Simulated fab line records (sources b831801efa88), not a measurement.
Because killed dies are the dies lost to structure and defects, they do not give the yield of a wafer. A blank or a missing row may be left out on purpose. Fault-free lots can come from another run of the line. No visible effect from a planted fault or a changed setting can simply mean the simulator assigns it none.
Tool commonality check + flow sky130 + Sampled: 9 lots, 33 wafers

== THE REASON FOR OPENING IT ==
SKY_SONOS_ONO_THK_MEAS_01, reading SONOS_ONO_OXIDATION_THK: flagged on 2 of 9 lots. Fault-free wafers read 2.62 nm, with a standard deviation of 0.047.
Rule: a lot is flagged when every wafer of it that has a number lies more than 4 standard deviations from that mean, or none has a number. The other lots count as sound.

| lot  | measured     | on            | SONOS_ONO_OXIDATION_THK (nm), wafer by wafer | flag    |
|------|--------------|---------------|----------------------------------------------|---------|
| L252 | day 11 19:58 | film-metro-02 | 2.59 2.58 2.55                               |         |
| L262 | day 14 16:17 | film-metro-01 | 6.89 6.90 6.93 6.94 6.86 6.91                | FLAGGED |
| L263 | day 14 23:25 | film-metro-01 | 6.90 6.87 6.89 6.90 6.95 6.91                | FLAGGED |
| L266 | day 15 23:44 | film-metro-03 | 2.60 2.62 2.59                               |         |
| L267 | day 16 04:14 | film-metro-03 | 2.61 2.57 2.60                               |         |
| L270 | day 17 18:13 | film-metro-03 | 2.61 2.65 2.61                               |         |
| L271 | day 17 18:14 | film-metro-02 | 2.55 2.62 2.59                               |         |
| L273 | day 18 06:50 | film-metro-02 | 2.66 2.72 2.62                               |         |
| L274 | day 18 17:17 | film-metro-03 | 2.65 2.61 2.56                               |         |
The mean of the flagged lots' numbers is 6.90 nm, +4.28 nm from the usual (+91 standard deviations).

== LOT BY LOT: THE TOOL USED ==
The record keeps 1 process step preceding the reading, out of 708 steps on the route. Cell contents, in order: the tool; ch with the chambers the sampled wafers went through; the start.
| lot  | flag    | SKY_VT_ADJUST_LVTN_STRIP_09          |
|------|---------|--------------------------------------|
| L252 |         | plasma-asher-04 ch 0,1, day 7 06:06  |
| L262 | FLAGGED | plasma-asher-04 ch 0,1, day 9 13:05  |
| L263 | FLAGGED | plasma-asher-02 ch 0,1, day 9 20:26  |
| L266 |         | plasma-asher-02 ch 0,1, day 10 16:00 |
| L267 |         | plasma-asher-02 ch 0,1, day 10 20:21 |
| L270 |         | plasma-asher-04 ch 0,1, day 12 00:16 |
| L271 |         | plasma-asher-04 ch 0,1, day 12 01:09 |
| L273 |         | plasma-asher-03 ch 0,1, day 12 13:25 |
| L274 |         | plasma-asher-02 ch 0,1, day 12 22:34 |
These steps, and what they do:
- SKY_VT_ADJUST_LVTN_STRIP_09: strips in O2/N2.
- SKY_SONOS_ONO_THK_MEAS_01

== FLAGGED AGAINST TOTAL, ONE TOOL AT A TIME (gauges that did the reading follow at the end) ==
| step                        | tool            | lots run | flagged | share of the flagged lots | sound lots run after its first flagged lot |
|-----------------------------|-----------------|----------|---------|---------------------------|--------------------------------------------|
| SKY_VT_ADJUST_LVTN_STRIP_09 | plasma-asher-02 | 4        | 1       | some                      | 3 (L266,L267,L274)                         |
| SKY_VT_ADJUST_LVTN_STRIP_09 | plasma-asher-03 | 1        | 0       | none                      | -                                          |
| SKY_VT_ADJUST_LVTN_STRIP_09 | plasma-asher-04 | 4        | 1       | some                      | 2 (L270,L271)                              |
| SKY_SONOS_ONO_THK_MEAS_01   | film-metro-01   | 2        | 2       | all                       | 0                                          |
| SKY_SONOS_ONO_THK_MEAS_01   | film-metro-02   | 3        | 0       | none                      | -                                          |
| SKY_SONOS_ONO_THK_MEAS_01   | film-metro-03   | 4        | 0       | none                      | -                                          |

== THE TABLE: WHAT IT ALLOWS ==
1 row of the table ran every flagged lot: film-metro-01 at SKY_SONOS_ONO_THK_MEAS_01.
- film-metro-01 at SKY_SONOS_ONO_THK_MEAS_01 ran 2 lots, 2 of them flagged. It ran no sound lot before its first flagged lot in this sample, so the start can't be narrowed down.
film-metro-01 at SKY_SONOS_ONO_THK_MEAS_01 is the single tool remaining.

== WHAT WAS PUT IN BY THE SIMULATOR ==
Metrology matching offset: film-metro-01, from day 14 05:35 on, at SKY_SONOS_ONO_THK_MEAS_01. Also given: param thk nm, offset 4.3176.
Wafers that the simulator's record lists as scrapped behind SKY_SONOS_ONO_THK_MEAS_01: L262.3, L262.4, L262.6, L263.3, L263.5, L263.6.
Struck lots among those shown: L262, L263. Same finding as the rule above.
